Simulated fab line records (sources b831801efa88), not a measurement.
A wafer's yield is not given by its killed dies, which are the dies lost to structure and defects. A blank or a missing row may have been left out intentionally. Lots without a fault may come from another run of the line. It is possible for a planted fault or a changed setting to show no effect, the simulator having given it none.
fab line records	flow sky130
record lots=7	wafers=21	last-day=49
route steps=708 shown METAL1@442
lots that met no fault: from a run of the same line without faults
start-h: hours from the record's opening day to when the first of the lot's shown wafers began	wait-h: hours since the lot's step before	" identical to the entry in the row above	L1.1+2: a row that stands for several wafers	- no value, or no start was given	* or withheld: withheld	< > ~ a bound
route shown NAME@n: names a module that has steps shown in the file, with the first one's number in the route	usual: average and standard deviation across the fault-free wafers	same: alike in all rows	chamber/n: place in a boat	sites: each site's reading	_std_site: the standard deviation of these	_edge_site: mean of outer sites minus mean of inner sites	radius-mm: for every site, how far away it sits from the centre of the wafer	mask NAME#n: copy n	behind: the most recent tool/chamber to have shaped the wafer	hold: what put the lot on hold/how long, in hours/how the hold closed	device: whichever transistor did not switch (one of n, p or np)	end of line: at the end of the route, the tests of the same wafers	a step given without rows: its recipe and nothing more	killed: dies lost to structure and defects at the first sort, not the wafer's yield	map: the dies of a wafer, with x for killed, . for not killed, _ for no die there
set.NAME: the setting as run; set.NAME@STEP: as run at that earlier step	model.NAME: the simulator's own value behind a step, which no gauge read
lots at selected steps of the route; one table per step, one row per wafer
services: from which hour (start-h, from the record's first day; less than 0 if before it) a tool's chamber was out of use, for how many hours, and why
## steps
# step SKY_METAL1_HMDS_08
# recipe prime-time-s=60	prime-temp-c=120
# step SKY_METAL1_COAT_09
# recipe resist=BARC	temp-c=withheld	time-s=withheld	spin-rpm=3000	resist-thk-nm=59.44
# step SKY_METAL1_COAT_10
# recipe resist=KrF-thick	spin-rpm=3000	resist-thk-nm=450
# step SKY_METAL1_SOFTBAKE_11
# recipe temp-c=100.4	time-s=90	resist=KrF-thick
# step SKY_METAL1_EXPOSE_12
# recipe mask-id=MM1	na=0.8	source-shape=annular	sigma-inner=0.55	sigma-outer=0.85	target-cd-nm=140	dose-mj=28
# step SKY_METAL1_PEB_13
# recipe peb-temp-c=withheld	peb-time-s=withheld	resist=KrF-thick
# step SKY_METAL1_DEVELOP_14
# recipe develop-time-s=60	resist=KrF-thick	dev-temp-c=21
# step SKY_METAL1_CD_MEAS_15
# recipe target-cd-nm=140
# usual cd-nm=139.6/1.6
lot.wafer	tool	chamber	start-h	wait-h	cd-nm
L395.2	cd-sem-02	-	763.26	-	139.8
L395.5	"	-	"	"	140.8
L395.6	"	-	"	"	140.7
L403.1	cd-sem-02	-	824.97	-	138.2
L403.2	"	-	"	"	137.9
L403.3	"	-	"	"	137.9
L404.3	cd-sem-01	-	838.90	-	139.2
L404.5	"	-	"	"	140.0
L404.6	"	-	"	"	139.5
L406.2	cd-sem-02	-	847.54	-	141.6
L406.3	"	-	"	"	143.5
L406.5	"	-	"	"	142.5
L405.1	cd-sem-02	-	848.47	-	139.2
L405.3	"	-	"	"	139.5
L405.4	"	-	"	"	139.9
L410.1	cd-sem-01	-	889.22	-	139.3
L410.4	"	-	"	"	139.3
L410.6	"	-	"	"	138.8
L411.1	cd-sem-02	-	889.57	-	143.0
L411.2	"	-	"	"	141.9
L411.4	"	-	"	"	142.2
# step SKY_METAL1_OVL_MEAS_16
# usual METAL1_OVL=-1/5.9
lot.wafer	tool	chamber	start-h	wait-h	METAL1_OVL[nm]
L395.2	overlay-02	-	763.37	0.1	-12
L395.5	"	-	"	"	-2
L395.6	"	-	"	"	-9
L403.1	overlay-02	-	825.09	0.1	-5
L403.2	"	-	"	"	-8
L403.3	"	-	"	"	-7
L404.3	overlay-02	-	838.99	0.1	1
L404.5	"	-	"	"	-3
L404.6	"	-	"	"	6
L406.2	overlay-01	-	847.65	0.1	-10
L406.3	"	-	"	"	0
L406.5	"	-	"	"	3
L405.1	overlay-01	-	848.59	0.1	6
L405.3	"	-	"	"	-1
L405.4	"	-	"	"	-2
L410.1	overlay-02	-	889.34	0.1	-1
L410.4	"	-	"	"	-10
L410.6	"	-	"	"	-8
L411.1	overlay-01	-	889.69	0.1	-5
L411.2	"	-	"	"	0
L411.4	"	-	"	"	-2
# step SKY_METAL1_DESCUM_17
# recipe chemistry=O2	source-power-w=150	bias-power-w=0	pressure-mtorr=10	temp-c=40	time-s=8
# usual drypump-motor-current-A=5.5/0.43	he-backside-leak-sccm=3.4/0.32	oes-product-au=0.998/0.0098	rf-fwd-power-W=146.6/0.55	temp-c=40.02/0.097
lot.wafer	tool	chamber	start-h	wait-h	drypump-motor-current-A	he-backside-leak-sccm	oes-product-au	rf-fwd-power-W	rf-hours-counter-h	temp-c
L395.2	rie-metal-02	1	763.40	0.0	5.0	3.1	1.008	145.6	3	39.86
L395.5	"	1	"	"	5.1	3.0	1.011	146.3	-	40.06
L395.6	"	0	"	"	5.2	3.8	0.989	147.2	-	40.06
L403.1	rie-metal-04	1	825.13	0.0	5.5	3.4	1.009	146.8	7	40.03
L403.2	"	0	"	"	5.9	3.4	0.993	145.5	8	40.16
L403.3	"	1	"	"	5.5	3.5	1.006	146.7	-	39.96
L404.3	rie-metal-02	1	839.03	0.0	5.0	3.0	0.993	146.0	-	40.10
L404.5	"	1	"	"	5.0	3.1	1.003	146.5	-	40.09
L404.6	"	0	"	"	5.2	3.8	0.992	148.0	-	40.06
L406.2	rie-metal-03	1	847.68	0.0	5.9	3.5	1.005	146.7	5	39.86
L406.3	"	1	"	"	5.9	3.5	0.998	146.6	-	40.08
L406.5	"	0	"	"	6.2	3.1	0.997	147.3	-	40.06
L405.1	rie-metal-02	0	848.63	0.0	5.2	3.7	0.990	147.6	9	40.13
L405.3	"	0	"	"	5.2	3.7	0.996	147.8	-	40.06
L405.4	"	1	"	"	5.0	3.0	1.014	146.2	-	39.98
L410.1	rie-metal-04	1	889.38	0.0	5.5	3.4	1.002	146.5	9	39.83
L410.4	"	1	"	"	5.5	3.4	0.998	147.3	-	39.94
L410.6	"	0	"	"	6.0	3.6	0.988	146.8	-	39.99
L411.1	rie-metal-02	1	889.73	0.0	5.0	3.1	1.016	145.7	8	40.05
L411.2	"	0	"	"	5.2	3.5	0.996	146.9	11	39.97
L411.4	"	1	"	"	5.0	3.1	1.014	146.2	-	39.87
# step SKY_METAL1_ETCH_18
# recipe chemistry=N2/H2	target=BARC	ion-energy-ev=200	bias-w=100	pressure-mtorr=30	n2-flow-sccm=100	h2-flow-sccm=200	icp-w=500	stop-on=SiO2	time-s=45.9	target-depth-a=600
# usual drypump-motor-current-A=5.5/0.43	he-backside-leak-sccm=3.30/0.22	oes-product-au=0.850/0.0047	rf-fwd-power-W=494.4/1.6	throttle-valve-pct=13.223/0.0098
lot.wafer	tool	chamber	start-h	wait-h	drypump-motor-current-A	he-backside-leak-sccm	oes-product-au	rf-fwd-power-W	rf-hours-counter-h	throttle-valve-pct
L395.2	rie-metal-02	1	763.43	0.0	5.0	3.45	0.853	493.6	3	13.210
L395.5	"	1	"	"	5.0	3.21	0.853	494.6	-	13.217
L395.6	"	0	"	"	5.2	3.36	0.849	497.4	-	13.233
L403.1	rie-metal-04	1	825.16	0.0	5.5	3.40	0.852	494.6	7	13.221
L403.2	"	0	"	"	6.0	3.74	0.850	496.7	8	13.224
L403.3	"	1	"	"	5.5	3.42	0.848	495.7	-	13.231
L404.3	rie-metal-02	1	839.07	0.0	5.0	3.00	0.842	492.7	-	13.221
L404.5	"	1	"	"	5.1	2.99	0.851	494.2	-	13.234
L404.6	"	0	"	"	5.2	3.54	0.852	494.2	-	13.224
L406.2	rie-metal-03	1	847.71	0.0	5.9	3.36	0.852	494.0	5	13.222
L406.3	"	1	"	"	5.9	3.36	0.851	495.2	-	13.217
L406.5	"	0	"	"	6.2	3.12	0.853	494.6	-	13.226
L405.1	rie-metal-02	0	848.66	0.0	5.2	3.49	0.849	495.1	9	13.232
L405.3	"	0	"	"	5.2	3.50	0.857	496.7	-	13.213
L405.4	"	1	"	"	5.0	3.26	0.852	490.2	-	13.220
L410.1	rie-metal-04	1	889.41	0.0	5.5	3.43	0.849	493.3	9	13.226
L410.4	"	1	"	"	5.5	3.44	0.850	493.2	-	13.213
L410.6	"	0	"	"	6.0	3.57	0.847	493.0	-	13.226
L411.1	rie-metal-02	1	889.76	0.0	5.0	3.18	0.851	493.6	8	13.217
L411.2	"	0	"	"	5.2	3.42	0.843	495.0	11	13.219
L411.4	"	1	"	"	5.1	3.10	0.850	493.9	-	13.238
# step SKY_METAL1_METAL_ETCH_19
# recipe target-depth-a=3600	stop-on=SiO2	over-etch-frac=0.3	time-s=78	chemistry=Cl2/BCl3	resist-sidewall-deg=88	pressure-mtorr=10	icp-w=900	bias-w=48.5	Cl2_flow_sccm=60	bcl3-flow-sccm=30
# usual bcl3-flow-sccm=30.00/0.088	drypump-motor-current-A=5.5/0.43	he-backside-leak-sccm=3.37/0.3	oes-product-au=0.853/0.006	rf-fwd-power-W=892.9/2.8	throttle-valve-pct=22.263/0.0091
lot.wafer	tool	chamber	start-h	wait-h	bcl3-flow-sccm	drypump-motor-current-A	he-backside-leak-sccm	oes-product-au	rf-fwd-power-W	rf-hours-counter-h	throttle-valve-pct
L395.2	rie-metal-02	1	763.49	0.0	30.03	5.0	3.23	0.851	892.3	3	22.252
L395.5	"	1	"	"	29.98	5.0	3.10	0.852	892.5	-	22.264
L395.6	"	0	"	"	29.92	5.2	3.46	0.858	890.5	-	22.254
L403.1	rie-metal-04	1	825.23	0.0	29.96	5.5	3.33	0.855	894.7	7	22.251
L403.2	"	0	"	"	29.95	6.0	3.64	0.848	895.2	8	22.254
L403.3	"	1	"	"	29.87	5.5	3.43	0.851	894.0	-	22.255
L404.3	rie-metal-02	1	839.14	0.1	30.13	5.1	3.02	0.855	888.8	-	22.254
L404.5	"	1	"	"	30.22	5.0	2.99	0.858	891.5	-	22.267
L404.6	"	0	"	"	29.92	5.2	3.69	0.840	892.3	-	22.270
L406.2	rie-metal-03	1	847.78	0.0	29.85	5.9	3.45	0.855	892.7	5	22.259
L406.3	"	1	"	"	29.89	5.9	3.46	0.850	896.7	-	22.250
L406.5	"	0	"	"	30.02	6.2	3.13	0.844	887.7	-	22.270
L405.1	rie-metal-02	0	848.73	0.0	30.11	5.2	3.95	0.860	898.6	9	22.277
L405.3	"	0	"	"	30.05	5.2	3.77	0.867	896.8	-	22.265
L405.4	"	1	"	"	29.92	5.0	3.02	0.855	898.6	-	22.272
L410.1	rie-metal-04	1	889.48	0.0	29.97	5.5	3.64	0.848	891.9	9	22.275
L410.4	"	1	"	"	30.07	5.4	3.46	0.857	891.2	-	22.271
L410.6	"	0	"	"	29.92	5.9	3.43	0.853	891.5	-	22.241
L411.1	rie-metal-02	1	889.83	0.0	29.92	5.0	3.17	0.851	895.7	8	22.257
L411.2	"	0	"	"	29.90	5.2	3.54	0.852	892.1	11	22.249
L411.4	"	1	"	"	29.98	5.0	3.20	0.857	891.9	-	22.263
# step SKY_METAL1_STRIP_20
# recipe chemistry=O2/N2	power-w=1400	pressure-mtorr=1500	platen-temp-c=withheld	o2-flow-sccm=3000	n2-flow-sccm=300	overash-fraction=0.5
# usual chamber-pressure-mTorr=1499.9/1.3	drypump-motor-current-A=5.8/0.43	oes-product-au=0.342/0.0044	strip-time-to-endpoint-s=2.69/0.043
lot.wafer	tool	chamber	start-h	wait-h	chamber-pressure-mTorr	drypump-motor-current-A	oes-product-au	rf-hours-counter-h	strip-time-to-endpoint-s	model.KrF-thick_of_METAL1_COAT_10.thk-nm
L395.2	plasma-asher-02	0	763.58	0.1	1502.4	5.3	0.341	2	2.60	0
L395.5	"	0	"	"	1499.2	5.2	0.338	-	2.59	0
L395.6	"	1	"	"	1500.7	6.1	0.347	-	2.73	0
L403.1	plasma-asher-01	0	825.32	0.1	-	-	-	-	-	157.1
L403.2	"	1	"	"	-	-	-	-	-	161.7
L403.3	"	0	"	"	-	-	-	-	-	154.7
L404.3	plasma-asher-01	1	839.23	0.1	-	-	-	-	-	152.3
L404.5	"	1	"	"	-	-	-	-	-	154
L404.6	"	0	"	"	-	-	-	-	-	163
L406.2	plasma-asher-02	1	847.87	0.1	-	-	-	-	-	155.7
L406.3	"	1	"	"	-	-	-	-	-	153.3
L406.5	"	1	"	"	-	-	-	-	-	159.7
L405.1	plasma-asher-02	0	848.82	0.1	1502.2	5.2	0.346	12	2.78	0
L405.3	"	1	"	"	1501.3	6.1	0.346	-	2.77	0
L405.4	"	0	"	"	1500.3	5.2	0.339	-	2.66	0
L410.1	plasma-asher-01	1	889.57	0.1	1500.7	6.0	0.347	42	2.66	0
L410.4	"	0	"	"	1500.5	6.5	0.344	-	2.68	0
L410.6	"	1	"	"	1501.8	6.0	0.343	-	2.72	0
L411.1	plasma-asher-02	0	889.92	0.1	1500.9	5.3	0.337	17	2.63	0
L411.2	"	1	"	"	1498.7	6.1	0.346	17	2.76	0
L411.4	"	0	"	"	1499.4	5.2	0.341	-	2.67	0
# step SKY_METAL1_STRIP_21
# recipe chemistry=post-etch-residue-remover	time-s=1200	temp-c=72.5
## services
tool	chamber	start-h	hours	kind
rie-metal-02	-	739.69	2.8	pm
plasma-asher-02	0	742.75	-	clean
plasma-asher-02	1	742.75	-	clean
rie-metal-03	0	754.35	-	clean
rie-metal-03	0	754.35	24.3	scheduled-down
rie-metal-03	0	754.35	24.3	vent-cycle
plasma-asher-01	-	791.39	28.3	pm
rie-metal-02	-	849.35	0.2	repair
rie-metal-04	-	865.22	14.6	pm
## key
first-sign step=SKY_METAL1_STRIP_20	reading=tool-record	direction=missing
effect none on later readings
model-effect step=SKY_METAL1_STRIP_20	value=KrF-thick_of_METAL1_COAT_10.thk-nm	without=0	struck=156.9
met-at SKY_METAL1_STRIP_20
struck-wafers L403.1,L403.2,L403.3,L404.3,L404.5,L404.6,L406.2,L406.3,L406.5
later-rows-left-out L403.1,L403.2,L403.3,L404.3,L404.5,L404.6,L406.2,L406.3,L406.5
sort-left-out L403.1,L403.2,L403.3,L404.3,L404.5,L404.6,L406.2,L406.3,L406.5
onset-between 763.58 825.32
fault kind=skipped-step-whole	tool=plasma-asher-01,plasma-asher-02	chamber=-	onset-h=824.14	steps=SKY_METAL1_STRIP_20	scope=struck-lots-only
# sort-left-out: the simulated sort isn't trusted on such a fault, so these wafers' sort isn't shown, and their yield isn't known
# later-rows-left-out: the simulator's readings of these wafers behind a module that went badly wrong aren't trusted and aren't shown, but for the sort
